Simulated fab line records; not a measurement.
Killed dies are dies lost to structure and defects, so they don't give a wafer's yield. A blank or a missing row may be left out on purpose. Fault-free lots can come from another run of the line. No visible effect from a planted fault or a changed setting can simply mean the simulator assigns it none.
fab line records    flow gf180mcu
[record] lots = 13  wafers = 37  lastDay = 34
route steps=602 shown DNWELL@34 V1@351 M2@377 M4@456
lots that met no fault: taken from a fault-free run of the same line
startH: hours from the record's opening day to when the first of the lot's shown wafers began    waitH: hours from the lot's prior step to this one    " the same as in the row above    L1.1+2: a single row standing in for several wafers    - no value present, or no start provided    * or withheld: withheld    < > ~ a bound
route shown NAME@n: names a module that has steps shown in the file, with the first one's number in the route    usual: average and standard deviation across the fault-free wafers    same: alike in all rows    chamber/n: place in a boat    sites: the reading at each site    _std_site: their standard deviation    _edge_site: the outer-site mean with the inner-site mean subtracted    radiusMm: how far each site lies from the wafer's centre    mask NAME#n: copy n    behind: the most recent tool/chamber to have shaped the wafer    hold: reason for holding the lot/hours on hold/outcome of the hold    device: which transistor (n, p or np) failed to switch    end of line: tests run on the same wafers once the route is complete    a step given without rows: its recipe and nothing more    killed: dies lost to structure and defects at the first sort, not the wafer's yield    map: the dies of a wafer, with x for killed, . for not killed, _ for no die there
set.NAME: the run value of the setting; set.NAME@STEP: its run value at that earlier step    model.NAME: the simulator's own value behind a step, which no gauge read
the route's steps for a sample of lots (tables are steps, rows are wafers)
services: from which hour (startH, from the record's first day; less than 0 if before it) a tool's chamber was out of use, for how many hours, and why
[[steps]]
[step GF_DNWELL_COAT_02]
[recipe] spinRpm = 2000  resistThkNm = 3000
lot.wafer   tool           chamber  startH  waitH
L600.1+3+4  lithoTrack-01  0        35.79   0.1
L602.2+3+4  lithoTrack-01  0        47.22   0.1
L603.1+2+6  lithoTrack-03  0        52.41   0.1
L604.1+3+5  lithoTrack-01  0        57.04   0.1
L605.1+3+6  lithoTrack-01  0        62.14   0.1
L607.4+5+6  lithoTrack-04  0        71.30   0.1
L608.3+5+6  lithoTrack-01  0        79.19   0.1
L609.1+5+6  lithoTrack-03  0        83.56   0.1
L612.4+5+6  lithoTrack-03  0        100.58  0.1
L614.1+5+6  lithoTrack-01  0        109.34  0.1
L615.1+5    lithoTrack-01  0        114.04  0.1
L619.1+3    lithoTrack-01  0        135.59  0.1
L620.1+4+5  lithoTrack-04  0        140.17  0.1
[step GF_DNWELL_STRIP_08]
[recipe] chemistry = O2/N2  powerW = 1400  pressureMtorr = 1500  platenTempC = 250  o2FlowSccm = 3000  n2FlowSccm = 300  overashFraction = 0.5
[usual] drypumpMotorCurrentA = 5.8/0.49  heaterPowerW = 328/34  oesProductAu = 0.723/0.005  stripTimeToEndpointS = 36.97/0.091
lot.wafer  tool            chamber  startH  waitH  drypumpMotorCurrentA  heaterPowerW  oesProductAu  rfHoursCounterH  stripTimeToEndpointS
L600.1     plasmaAsher-01  1        42.46   0.1    5.7                   312           0.717         37               36.91
L600.3     "               0        "       "      5.6                   296           0.722         -                36.85
L600.4     "               1        "       "      5.7                   319           0.721         -                36.90
L602.2     plasmaAsher-02  1        53.84   0.1    5.6                   379           0.719         25               37.00
L602.3     "               1        "       "      5.6                   370           0.717         -                37.06
L602.4     "               0        "       "      6.3                   362           0.726         -                37.03
L603.1     plasmaAsher-01  0        58.66   0.1    5.6                   285           0.720         39               36.97
L603.2     "               1        "       "      5.7                   306           0.729         39               36.97
L603.6     "               1        "       "      5.6                   316           0.713         -                36.96
L604.1     plasmaAsher-02  1        64.19   0.1    5.6                   363           0.723         26               37.05
L604.3     "               1        "       "      5.6                   376           0.726         -                37.08
L604.5     "               1        "       "      5.6                   361           0.717         -                37.06
L605.1     plasmaAsher-04  1        69.01   0.1    6.4                   314           0.723         43               36.78
L605.3     "               1        "       "      6.4                   307           0.713         -                36.79
L605.6     "               0        "       "      4.9                   291           0.727         -                36.58
L607.4     plasmaAsher-01  0        78.38   0.1    5.6                   288           0.715         -                36.99
L607.5     "               0        "       "      5.6                   287           0.726         -                37.08
L607.6     "               1        "       "      5.7                   318           0.729         -                37.04
L608.3     plasmaAsher-02  0        85.93   0.1    6.3                   368           0.726         -                36.98
L608.5     "               0        "       "      6.3                   369           0.716         -                37.06
L608.6     "               1        "       "      5.7                   369           0.722         -                37.14
L609.1     plasmaAsher-01  1        91.17   0.1    5.6                   321           0.721         42               36.92
L609.5     "               1        "       "      5.7                   313           0.726         -                36.85
L609.6     "               0        "       "      5.6                   290           0.719         -                36.90
L612.4     plasmaAsher-02  0        107.81  0.1    6.3                   381           0.727         -                36.95
L612.5     "               1        "       "      5.6                   372           0.720         -                37.07
L612.6     "               0        "       "      6.3                   377           0.719         -                36.99
L614.1     plasmaAsher-02  0        117.41  0.1    6.4                   368           0.729         32               39.27
L614.5     "               1        "       "      5.6                   384           0.718         -                36.89
L614.6     "               0        "       "      6.3                   358           0.717         -                39.33
L615.1     plasmaAsher-01  1        121.91  0.1    5.6                   316           0.728         0                39.37
L615.5     "               1        "       "      5.7                   302           0.729         -                37.14
L619.1     plasmaAsher-01  0        143.22  0.1    5.6                   300           0.722         3                39.37
L619.3     "               1        "       "      5.7                   305           0.726         -                37.06
L620.1     plasmaAsher-02  0        148.39  0.1    6.4                   380           0.726         36               36.88
L620.4     "               0        "       "      6.4                   369           0.713         -                36.92
L620.5     "               1        "       "      5.6                   377           0.734         -                36.85
[step GF_V1_ETCH_16]
[recipe] chemistry = N2/H2  targetDepthA = withheld  overetchA = withheld  timeS = withheld  target = BARC  ionEnergyEv = 200  sourceW = 500  biasW = 100  pressureMtorr = 30  n2FlowSccm = 100  h2FlowSccm = 200
[usual] biasW = 100.0/0.3  drypumpMotorCurrentA = 5.6/0.53  oesProductAu = 0.855/0.0047  throttleValvePct = 13.225/0.009
lot.wafer  tool        chamber  startH  waitH  biasW  drypumpMotorCurrentA  oesProductAu  throttleValvePct
L600.1     rieDiel-04  2        405.26  0.0    99.9   5.8                   0.862         13.232
L600.3     "           3        "       "      100.2  5.1                   0.852         13.237
L600.4     "           1        "       "      99.6   5.9                   0.855         13.220
L602.2     rieDiel-04  2        422.41  0.0    100.1  5.8                   0.859         13.225
L602.3     "           1        "       "      100.2  5.9                   0.849         13.233
L602.4     "           3        "       "      99.5   5.0                   0.848         13.234
L603.1     rieDiel-04  0        434.26  0.0    100.2  5.9                   0.859         13.227
L603.2     "           3        "       "      99.4   5.1                   0.849         13.224
L603.6     "           2        "       "      100.1  5.9                   0.854         13.225
L604.1     rieDiel-02  0        443.31  0.0    100.1  6.4                   0.856         13.217
L604.3     "           2        "       "      100.2  6.0                   0.853         13.217
L604.5     "           1        "       "      100.5  4.9                   0.851         13.231
L605.1     rieDiel-03  1        453.16  0.0    100.5  4.9                   0.857         13.222
L605.3     "           3        "       "      99.6   5.9                   0.853         13.225
L605.6     "           2        "       "      100.1  4.8                   0.853         13.227
L607.4     rieDiel-02  1        470.98  0.0    100.0  4.9                   0.850         13.201
L607.5     "           2        "       "      100.0  6.0                   0.858         13.220
L607.6     "           0        "       "      99.7   6.5                   0.854         13.233
L608.3     rieDiel-02  1        486.26  0.0    100.5  4.9                   0.851         13.232
L608.5     "           3        "       "      100.3  5.1                   0.854         13.222
L608.6     "           0        "       "      99.6   6.4                   0.856         13.237
L609.1     rieDiel-04  1        496.99  0.0    100.5  5.8                   0.862         13.219
L609.5     "           0        "       "      99.9   6.0                   0.847         13.229
L609.6     "           3        "       "      99.7   5.1                   0.854         13.233
L612.4     rieDiel-04  0        524.81  0.0    100.3  6.0                   0.857         13.227
L612.5     "           1        "       "      100.1  5.8                   0.856         13.234
L612.6     "           0        "       "      100.3  6.0                   0.851         13.227
L614.1     rieDiel-03  2        540.25  0.0    100.2  4.9                   0.848         13.218
L614.5     "           0        "       "      99.5   5.9                   0.863         13.229
L614.6     "           3        "       "      100.4  5.9                   0.854         13.221
L615.1     rieDiel-02  2        550.70  0.0    100.0  6.0                   0.862         13.234
L615.5     "           1        "       "      100.0  4.9                   0.865         13.223
L619.1     rieDiel-04  1        584.46  0.0    99.9   5.8                   0.851         13.224
L619.3     "           2        "       "      100.3  5.8                   0.856         13.214
L620.1     rieDiel-03  2        585.41  0.0    100.3  4.8                   0.857         13.202
L620.4     "           0        "       "      99.3   5.9                   0.848         13.225
L620.5     "           2        "       "      100.1  4.8                   0.857         13.224
[step GF_M2_OVL_MEAS_15]
[usual] M2_OVL = 2/6.5
lot.wafer  tool        chamber  startH  waitH  M2_OVL[nm]
L600.1     overlay-01  -        431.44  0.1    1
L600.3     "           -        "       "      -3
L600.4     "           -        "       "      1
L602.2     overlay-01  -        448.45  0.1    2
L602.3     "           -        "       "      4
L602.4     "           -        "       "      -3
L603.1     overlay-01  -        460.09  0.1    -3
L603.2     "           -        "       "      8
L603.6     "           -        "       "      14
L604.1     overlay-02  -        469.39  0.1    -1
L604.3     "           -        "       "      -7
L604.5     "           -        "       "      -3
L605.1     overlay-02  -        479.07  0.1    -7
L605.3     "           -        "       "      -2
L605.6     "           -        "       "      0
L607.4     overlay-02  -        496.99  0.1    10
L607.5     "           -        "       "      4
L607.6     "           -        "       "      13
L608.3     overlay-01  -        511.38  0.1    17
L608.5     "           -        "       "      14
L608.6     "           -        "       "      16
L609.1     overlay-01  -        521.57  0.1    3
L609.5     "           -        "       "      2
L609.6     "           -        "       "      3
L612.4     overlay-01  -        548.69  0.1    3
L612.5     "           -        "       "      9
L612.6     "           -        "       "      7
L614.1     overlay-02  -        564.77  0.1    -2
L614.5     "           -        "       "      3
L614.6     "           -        "       "      -3
L615.1     overlay-02  -        574.34  0.1    14
L615.5     "           -        "       "      4
L619.1     overlay-01  -        608.02  0.1    11
L619.3     "           -        "       "      4
L620.1     overlay-02  -        608.72  0.1    0
L620.4     "           -        "       "      -6
L620.5     "           -        "       "      -1
[step GF_M4_SPUTTER_00]
[recipe] material = Ti  targetThkNm = 37.5  arrivingIonEnergyEv = 80  substrateTempC = 200  chamberPressurePa = 2  powerW = 4000  timeS = 150
[usual] chamberPressurePa = 2.000/0.0039  throttleValvePct = 30.2/0.62
lot.wafer  tool           chamber  startH  waitH  chamberPressurePa  throttleValvePct
L600.1     pvdSputter-04  -        508.25  0.2    2.006              30.3
L600.3     "              -        "       "      2.004              30.6
L600.4     "              -        "       "      2.001              30.5
L602.2     pvdSputter-04  -        525.26  0.2    1.997              30.3
L602.3     "              -        "       "      1.997              30.6
L602.4     "              -        "       "      2.002              30.7
L603.1     pvdSputter-04  -        536.21  0.1    2.002              30.6
L603.2     "              -        "       "      2.001              30.5
L603.6     "              -        "       "      2.002              30.8
L604.1     pvdSputter-01  -        544.10  0.2    2.005              30.2
L604.3     "              -        "       "      1.996              29.2
L604.5     "              -        "       "      2.003              29.2
L605.1     pvdSputter-04  -        553.01  0.2    2.004              30.6
L605.3     "              -        "       "      2.006              30.5
L605.6     "              -        "       "      1.999              30.4
L607.4     pvdSputter-01  -        569.66  0.2    1.999              29.1
L607.5     "              -        "       "      2.002              30.0
L607.6     "              -        "       "      1.999              30.3
L608.3     pvdSputter-01  -        585.05  0.2    2.001              30.4
L608.5     "              -        "       "      2.001              30.2
L608.6     "              -        "       "      2.002              29.3
L609.1     pvdSputter-01  -        595.06  0.2    2.001              29.4
L609.5     "              -        "       "      1.999              29.2
L609.6     "              -        "       "      2.010              30.4
L612.4     pvdSputter-04  -        620.76  0.2    2.003              30.5
L612.5     "              -        "       "      2.005              30.4
L612.6     "              -        "       "      2.003              30.8
L614.1     pvdSputter-04  -        633.22  0.2    1.998              30.2
L614.5     "              -        "       "      2.004              30.5
L614.6     "              -        "       "      1.994              30.0
L615.1     pvdSputter-01  -        643.69  0.1    2.004              30.1
L615.5     "              -        "       "      1.997              30.1
L619.1     pvdSputter-01  -        673.80  0.2    1.993              30.3
L619.3     "              -        "       "      1.994              30.1
L620.1     pvdSputter-03  -        674.18  0.2    1.996              31.0
L620.4     "              -        "       "      2.002              31.1
L620.5     "              -        "       "      2.000              30.1
[[services]]
tool            chamber  startH  hours  kind
plasmaAsher-02  -        29.09   6.7    repair
plasmaAsher-02  -        44.05   2.4    repair
rieDiel-04      3        44.16   4.5    repair
rieDiel-04      2        50.17   6.7    repair
plasmaAsher-01  -        84.37   4.1    repair
plasmaAsher-01  -        108.75  9.0    pm
rieDiel-04      1        113.59  5.0    repair
rieDiel-04      2        114.15  5.2    repair
plasmaAsher-02  -        124.61  0.7    repair
rieDiel-04      -        207.16  2.8    pm
rieDiel-04      1        211.66  9.4    repair
pvdSputter-04   -        212.98  9.3    repair
plasmaAsher-01  -        239.43  0.7    repair
pvdSputter-04   -        272.86  3.9    repair
plasmaAsher-02  -        283.50  2.8    pm
pvdSputter-04   -        299.97  2.7    repair
rieDiel-04      -        358.34  14.6   pm
rieDiel-04      1        378.72  4.8    repair
rieDiel-04      -        474.31  0.9    repair
plasmaAsher-02  -        484.58  0.7    repair
rieDiel-04      -        504.73  0.1    repair
rieDiel-04      0        605.42  8.9    repair
rieDiel-04      0        623.94  10.4   repair
rieDiel-04      3        654.59  24.2   repair
[[key]]
[firstSign] step = GF_DNWELL_STRIP_08  reading = stripTimeToEndpointS  direction = up  sigmas = 26  usual = *  struck = *
effect none on later readings
metAt GF_DNWELL_COAT_02
struckLots L614,L615,L619
struckWafers L614.1,L614.6,L615.1,L619.1
testerLeftOut L614,L615,L619
notActingAt GF_V1_ETCH_16,GF_M2_OVL_MEAS_15,GF_M4_SPUTTER_00
onsetBetween 79.19 109.34
[fault] kind = processParameterDrift  tool = lithoTrack-01  chamber = -  onsetH = 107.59  steps = GF_DNWELL_COAT_02  channel = resistThkNm  offset = *  shape = step  endH = 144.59  scope = struckWafersOnly  actsIn = *  stated = *
// testerLeftOut: of these lots the tester's yield and bins aren't shown, on N5 and GAA mostly nor the transistor test; their killed dies are dies lost to structure and defects alone, not to doping, threshold or leakage, so they don't give the yield
